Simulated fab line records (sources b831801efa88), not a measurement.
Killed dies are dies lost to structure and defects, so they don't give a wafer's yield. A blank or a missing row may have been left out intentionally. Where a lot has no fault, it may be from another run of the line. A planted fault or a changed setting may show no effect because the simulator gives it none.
Which tool did it? | flow sky130 | 39 wafers from 13 lots sampled at 4 of the route's 708 steps

## WHAT THE GAUGES SHOWED, per wafer
SKY_VT_ADJUST_PCH_OVL_MEAS_07. Usual: VT_ADJUST_PCH_OVL gives -0.8 nm (standard deviation 1.2).
lot  | measured     | on         | VT_ADJUST_PCH_OVL (nm) | flag
L129 | day 10 18:59 | overlay-02 | -2.4 -1.7 -4.8         |
L131 | day 11 16:21 | overlay-01 | -0.9 -0.7 0.1          |
L132 | day 12 02:02 | overlay-01 | -1.1 -0.3 -2.7         |
L133 | day 12 02:40 | overlay-02 | -2.1 -4.1 -1.8         |
L135 | day 12 18:08 | overlay-02 | 1.8 1.0 2.1            |
L139 | day 13 20:10 | overlay-02 | -2.4 0.3 -1.3          |
L140 | day 14 04:11 | overlay-02 | -0.9 -0.9 1.0          |
L142 | day 14 20:32 | overlay-02 | -1.6 -1.4 -2.2         |
L145 | day 15 12:56 | overlay-01 | -1.8 0.1 -1.5          |
L147 | day 16 05:08 | overlay-02 | -0.6 -1.8 -0.2         |
L148 | day 16 13:14 | overlay-01 | -2.7 -0.4 -0.6         |
L149 | day 16 23:08 | overlay-01 | -0.7 -0.9 0.4          |
L151 | day 17 08:32 | overlay-02 | -2.4 -0.3 -0.5         |

SKY_GATE_OXIDE_OVL_MEAS_10. Usual: GATE_OXIDE_OVL gives -0.7 nm (standard deviation 1.3).
lot  | measured     | on         | GATE_OXIDE_OVL (nm) | flag
L129 | day 14 06:17 | overlay-02 | 0.4 0.3 0.8         |
L131 | day 15 11:59 | overlay-01 | -0.6 -0.5 -1.5      |
L132 | day 16 01:41 | overlay-01 | -1.0 -1.8 -1.5      |
L133 | day 16 01:20 | overlay-02 | -3.2 -0.2 -1.9      |
L135 | day 16 12:14 | overlay-02 | -0.2 -0.6 -1.3      |
L139 | day 17 20:50 | overlay-02 | -0.1 -1.6 -0.6      |
L140 | day 18 01:14 | overlay-02 | -2.4 0.1 0.9        |
L142 | day 18 15:35 | overlay-01 | -1.1 0.0 0.0        |
L145 | day 19 12:47 | overlay-02 | -0.7 -1.4 -0.9      |
L147 | day 20 05:35 | overlay-01 | 0.5 -1.8 -0.7       |
L148 | day 20 13:50 | overlay-02 | 0.4 0.0 -1.1        |
L149 | day 21 02:44 | overlay-02 | 1.5 0.8 0.2         |
L151 | day 21 10:17 | overlay-01 | -0.9 -2.8 -1.0      |

## TOOL THAT RAN EACH LOT (tool first, then ch and the chambers of the sampled wafers, then the start)
lot  | SKY_FIELD_ISO_STRIP_16              | SKY_VT_ADJUST_HVTR_SOFTBAKE_03
L129 | plasma asher-04 ch 1, day 2 09:19   | litho track-01 ch 0, day 9 09:43
L131 | plasma asher-04 ch 0,1, day 2 23:02 | litho track-01 ch 0, day 10 05:23
L132 | plasma asher-03 ch 0,1, day 3 02:15 | litho track-01 ch 0, day 10 14:56
L133 | plasma asher-04 ch 0,1, day 3 09:15 | litho track-04 ch 0, day 10 16:11
L135 | plasma asher-04 ch 0,1, day 3 19:32 | litho track-01 ch 0, day 11 05:28
L139 | plasma asher-04 ch 0,1, day 4 13:47 | litho track-01 ch 0, day 12 07:50
L140 | plasma asher-03 ch 0,1, day 4 18:36 | litho track-01 ch 0, day 12 14:58
L142 | plasma asher-03 ch 0,1, day 5 07:35 | litho track-02 ch 0, day 13 07:04
L145 | plasma asher-04 ch 0,1, day 5 20:30 | litho track-02 ch 0, day 13 23:37
L147 | plasma asher-04 ch 0,1, day 6 07:30 | litho track-02 ch 0, day 14 14:52
L148 | plasma asher-04 ch 1, day 6 14:52   | litho track-02 ch 0, day 14 21:35
L149 | plasma asher-03 ch 0,1, day 6 18:15 | litho track-02 ch 0, day 15 05:19
L151 | plasma asher-04 ch 0,1, day 7 04:07 | litho track-02 ch 0, day 15 15:31
- SKY_FIELD_ISO_STRIP_16: strips in O2/N2.
- SKY_VT_ADJUST_HVTR_SOFTBAKE_03: time 60 s.

## WHAT THE TOOLS THEMSELVES READ (means of the sampled wafers that have a number; where no wafer has one, the mark that the record gives instead)
SKY_FIELD_ISO_STRIP_16. Usual: drypump motor current A 5.61 A, standard deviation 0.28; oes product au 0.378 a.u., standard deviation 0.0046; strip time to endpoint s 3.56 s, standard deviation 0.049.
lot  | tool            | drypump motor current A (A) | oes product au (a.u.) | strip time to endpoint s (s) | flag
L129 | plasma asher-04 | 5.92                        | 0.378                 | 3.59                         |
L131 | plasma asher-04 | 5.55                        | 0.376                 | 3.48                         |
L132 | plasma asher-03 | 5.63                        | 0.377                 | 3.59                         |
L133 | plasma asher-04 | 5.75                        | 0.379                 | 3.55                         |
L135 | plasma asher-04 | 5.75                        | 0.381                 | 3.57                         |
L139 | plasma asher-04 | 5.74                        | 0.370                 | 3.52                         |
L140 | plasma asher-03 | 5.38                        | 0.380                 | 3.59                         |
L142 | plasma asher-03 | 5.63                        | 0.383                 | 3.57                         |
L145 | plasma asher-04 | 5.75                        | 0.380                 | 3.56                         |
L147 | plasma asher-04 | 5.57                        | 0.381                 | 3.59                         |
L148 | plasma asher-04 | 5.92                        | 0.379                 | 3.57                         |
L149 | plasma asher-03 | 5.63                        | 0.383                 | 3.62                         |
L151 | plasma asher-04 | 5.58                        | 0.382                 | 3.56                         |

SKY_VT_ADJUST_HVTR_SOFTBAKE_03. Usual: heater power total W 56.60 W, standard deviation 0.045; run length s 88.92 s, standard deviation 0.13.
lot  | tool           | heater power total W (W) | run length s (s) | flag
L129 | litho track-01 | 56.65                    | 88.97            |
L131 | litho track-01 | 56.57                    | 88.84            |
L132 | litho track-01 | 56.60                    | 88.78            |
L133 | litho track-04 | 56.63                    | 88.97            |
L135 | litho track-01 | 56.61                    | 88.80            |
L139 | litho track-01 | 57.31                    | 86.84            | OFF
L140 | litho track-01 | 57.28                    | 86.90            | OFF
L142 | litho track-02 | 56.62                    | 89.00            |
L145 | litho track-02 | 56.56                    | 88.78            |
L147 | litho track-02 | 56.62                    | 88.88            |
L148 | litho track-02 | 56.63                    | 88.79            |
L149 | litho track-02 | 56.60                    | 88.91            |
L151 | litho track-02 | 56.57                    | 88.82            |

## THE ANSWER, worked out from the rows above alone
Rule: take the mean of a lot's wafers that have a number; if it is more than 3 standard deviations from the usual mean, the lot is off. A lot without any number at a reading at which 4 lots or more have one is off too. The other lots that the step has rows for count as sound. Order of review: gauges by route order, followed by the tools' own readings, for which a lot's mean as printed above is used. At the first step where some lot is off, the reading lying furthest off is the one used; lots without a number count as furthest.
Off at SKY_VT_ADJUST_HVTR_SOFTBAKE_03 (run length s): L139, L140.
A tool fits if, at that step or a process step before it, it ran every lot that is off, and no sound lot after the first of them. One candidate fits, namely litho track-01 at SKY_VT_ADJUST_HVTR_SOFTBAKE_03. Its last sound lot is L135 (day 11 05:28), its first lot that is off L139 (day 12 07:50): a fault that began between those two fits.
The tool's own readings at SKY_VT_ADJUST_HVTR_SOFTBAKE_03 bear it out: on the lots that are off they differ by more than 5 times the standard deviation of the sound lots' means. heater power total W reads 57.30 W there against 56.61 W on the sound lots; run length s reads 86.87 s there against 88.87 s on the sound lots.

## WHAT THE SIMULATOR PUT IN
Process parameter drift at SKY_VT_ADJUST_HVTR_SOFTBAKE_03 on litho track-01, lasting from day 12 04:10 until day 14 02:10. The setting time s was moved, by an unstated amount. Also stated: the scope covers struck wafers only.
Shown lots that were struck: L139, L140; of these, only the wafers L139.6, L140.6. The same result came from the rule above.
